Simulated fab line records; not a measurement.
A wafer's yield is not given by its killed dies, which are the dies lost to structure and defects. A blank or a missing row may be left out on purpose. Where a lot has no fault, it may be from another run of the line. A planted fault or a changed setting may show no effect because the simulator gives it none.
Lot-split experiment :: flow sky130 :: on a route of 708 steps: 5 lots, 23 wafers read

## THE SPLIT
At SKY_POLY_CUT_EXPOSE_05 (exposes mask NPCM, target cd 270 nm), the setting dose_mj was moved away from the recipe's 32 on 6 of the 23 wafers read, by +2.5% to +3.3%. The other wafers ran this setting at the recipe's value.

## FROM THE SPLIT TO THE READING: what the file shows between them, 2 steps
- SKY_POLY_CUT_PEB_06
- SKY_POLY_CUT_DEVELOP_07: develop time 58.81 s

## THE READING
At SKY_POLY_CUT_CD_MEAS_08: cd_nm in nanometres, against a target cd of 270 nm. On this fab line, fault-free wafers typically give 269.9 nm with a standard deviation of 1.4 nm.

wafer: L074.1
tool, chamber at the split: krf_scanner-01, 0
dose_mj as run: 32
against the recipe: recipe
cd_nm, nm: 269.9
against lot-mates on the recipe: -

wafer: L074.2
tool, chamber at the split: krf_scanner-01, 0
dose_mj as run: 33.07
against the recipe: +3.3%
cd_nm, nm: 277.3
against lot-mates on the recipe: +7.2

wafer: L074.4
tool, chamber at the split: krf_scanner-01, 0
dose_mj as run: 32
against the recipe: recipe
cd_nm, nm: 270.3
against lot-mates on the recipe: -

wafer: L074.5
tool, chamber at the split: krf_scanner-01, 0
dose_mj as run: 33.07
against the recipe: +3.3%
cd_nm, nm: 275.6
against lot-mates on the recipe: +5.5

wafer: L074.6
tool, chamber at the split: krf_scanner-01, 0
dose_mj as run: 33.07
against the recipe: +3.3%
cd_nm, nm: 274.5
against lot-mates on the recipe: +4.4

wafer: L076.1
tool, chamber at the split: krf_scanner-02, 0
dose_mj as run: 32.81
against the recipe: +2.5%
cd_nm, nm: 274.8
against lot-mates on the recipe: +6.1

wafer: L076.2
tool, chamber at the split: krf_scanner-02, 0
dose_mj as run: 32.81
against the recipe: +2.5%
cd_nm, nm: 274.0
against lot-mates on the recipe: +5.3

wafer: L076.3
tool, chamber at the split: krf_scanner-02, 0
dose_mj as run: 32
against the recipe: recipe
cd_nm, nm: 267.9
against lot-mates on the recipe: -

wafer: L076.4
tool, chamber at the split: krf_scanner-02, 0
dose_mj as run: 32.81
against the recipe: +2.5%
cd_nm, nm: 274.6
against lot-mates on the recipe: +5.9

wafer: L076.5
tool, chamber at the split: krf_scanner-02, 0
dose_mj as run: 32
against the recipe: recipe
cd_nm, nm: 269.5
against lot-mates on the recipe: -

wafer: L083.1
tool, chamber at the split: krf_scanner-01, 0
dose_mj as run: 32
against the recipe: recipe
cd_nm, nm: 267.9
against lot-mates on the recipe: -

wafer: L083.2
tool, chamber at the split: krf_scanner-01, 0
dose_mj as run: 32
against the recipe: recipe
cd_nm, nm: 268.6
against lot-mates on the recipe: -

wafer: L083.3
tool, chamber at the split: krf_scanner-01, 0
dose_mj as run: 32
against the recipe: recipe
cd_nm, nm: 267.9
against lot-mates on the recipe: -

wafer: L083.4
tool, chamber at the split: krf_scanner-01, 0
dose_mj as run: 32
against the recipe: recipe
cd_nm, nm: 266.5
against lot-mates on the recipe: -

wafer: L083.6
tool, chamber at the split: krf_scanner-01, 0
dose_mj as run: 32
against the recipe: recipe
cd_nm, nm: 268.1
against lot-mates on the recipe: -

wafer: L080.1
tool, chamber at the split: krf_scanner-01, 0
dose_mj as run: 32
against the recipe: recipe
cd_nm, nm: 268.1
against lot-mates on the recipe: -

wafer: L080.2
tool, chamber at the split: krf_scanner-01, 0
dose_mj as run: 32
against the recipe: recipe
cd_nm, nm: 269.9
against lot-mates on the recipe: -

wafer: L080.3
tool, chamber at the split: krf_scanner-01, 0
dose_mj as run: 32
against the recipe: recipe
cd_nm, nm: 267.8
against lot-mates on the recipe: -

wafer: L085.1
tool, chamber at the split: krf_scanner-01, 0
dose_mj as run: 32
against the recipe: recipe
cd_nm, nm: 269.9
against lot-mates on the recipe: -

wafer: L085.2
tool, chamber at the split: krf_scanner-01, 0
dose_mj as run: 32
against the recipe: recipe
cd_nm, nm: 269.7
against lot-mates on the recipe: -

wafer: L085.3
tool, chamber at the split: krf_scanner-01, 0
dose_mj as run: 32
against the recipe: recipe
cd_nm, nm: 270.4
against lot-mates on the recipe: -

wafer: L085.4
tool, chamber at the split: krf_scanner-01, 0
dose_mj as run: 32
against the recipe: recipe
cd_nm, nm: 269.8
against lot-mates on the recipe: -

wafer: L085.5
tool, chamber at the split: krf_scanner-01, 0
dose_mj as run: 32
against the recipe: recipe
cd_nm, nm: 269.6
against lot-mates on the recipe: -

THE FIT
A straight line over all 23 wafers: cd_nm changes by +2.1 nm for each +1% of dose_mj; r = +0.93; the points scatter about the line by 1.1 nm.
The same after taking each lot's own level away (the mean of its wafers on the recipe; 23 wafers): +1.9 nm for each +1%; r = +0.95; scatter 0.85 nm.
According to that fit, moving dose_mj by its largest amount changes the reading by 6.4 nm.
The lots' own levels span 267.80 to 270.10 nm, that is 1.6 times the standard deviation above.
Hence the slope depends on the lot-to-lot level, as the two fits are not the same.
Check: for one of the wafers moved furthest among these (+3.3%), held out of the fit, the line's prediction against its lot-mates is +6.18 nm. Against them it came out at +7.2 nm.

## ADDITIONAL SPLITS CARRIED BY THESE WAFERS
Before the reading, these wafers also passed through other splits. Each is held against what the fit with the lots' levels taken away leaves over:
other split on the same wafers: SKY_LDD_HVN_COAT_02 resist_thk_nm
wafers away from the commonest value: 4
r with cd_nm (lot level and that fit taken away): +0.23

other split on the same wafers: SKY_LDD_HVN_IMPLANT_08 dose_cm2
wafers away from the commonest value: 11
r with cd_nm (lot level and that fit taken away): +0.04

other split on the same wafers: SKY_POLY_CUT_COAT_03 spin_rpm
wafers away from the commonest value: 5
r with cd_nm (lot level and that fit taken away): +0.16

## THE WHOLE CHAIN: every reading that the file lists as answering this split, in the file's order
step: SKY_POLY_CUT_DEVELOP_07
what it does: develop time 58.81 s
reading: POLY_CUT.cd_nm (the simulator's own value, which no gauge read)
change (the file's fit): +1.91 nm for each +1% of the setting
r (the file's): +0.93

step: SKY_POLY_CUT_CD_MEAS_08
what it does: target cd 270 nm
reading: cd_nm
change (the file's fit): +1.91 nm for each +1% of the setting
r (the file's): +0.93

step: SKY_POLY_CUT_ETCH_10
what it does: etches BARC in N2/H2, stops on SiO2, time 45.9 s, target depth 60 nm
reading: POLY_CUT.cd_nm (the simulator's own value, which no gauge read)
change (the file's fit): +1.99 nm for each +1% of the setting
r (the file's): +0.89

## FILE'S OWN FIT
cd_nm changes by +1.91 nm for each +1% of dose_mj, r = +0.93.
